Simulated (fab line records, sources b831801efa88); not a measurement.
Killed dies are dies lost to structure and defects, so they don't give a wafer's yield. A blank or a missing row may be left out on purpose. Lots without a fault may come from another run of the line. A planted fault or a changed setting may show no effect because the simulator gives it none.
Chamber matching | flow gf180mcu | GF_V2_ETCH_16 on rie_diel-02: 4 sister chambers
The step etches BARC in N2/H2. 4 wafers are shown with their chamber, then 7 later ones without.

WAFERS WITH THEIR CHAMBER
wafer  | chamber | oes_product_au (a.u.)
L719.2 | 1       | 0.854
L719.5 | 2       | 0.855
L731.2 | 0       | 0.852
L731.5 | 3       | 0.855

WAFERS WITHOUT THEIR CHAMBER
wafer  | oes_product_au (a.u.)
L731.6 | 0.840
L730.1 | 0.853
L730.3 | 0.856
L730.5 | 0.852
L734.1 | 0.853
L734.4 | 0.852
L734.5 | 0.858

WHICH CHAMBER EACH WENT THROUGH
wafer  | from the rows above               | in truth
L731.6 | can't be placed: 0 or 1 or 2 or 3 | 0
L730.1 | can't be placed: 0 or 1 or 2 or 3 | 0
L730.3 | can't be placed: 2 or 3 or 1 or 0 | 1
L730.5 | can't be placed: 0 or 1 or 2 or 3 | 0
L734.1 | can't be placed: 0 or 1 or 2 or 3 | 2
L734.4 | can't be placed: 0 or 1 or 2 or 3 | 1
L734.5 | can't be placed: 2 or 3 or 1 or 0 | 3
Placed correctly: 0 of 7. Can't be placed from these rows: 7 (the true chamber is among the candidates in 7). Placed wrongly: 0.
How it was worked out, from the rows above alone: a wafer's distance from a chamber is the root of the sum, over the readings, of the square of ((its reading less the chamber's mean) divided by the reading's scatter). The wafer belongs to the nearest chamber; if the next one is less than 2 further off, it can't be placed. A chamber's mean is the mean of its shown wafers. The scatter: with one shown wafer a chamber, the root of the mean of the squares of how far each hidden wafer lies from its nearest shown one.
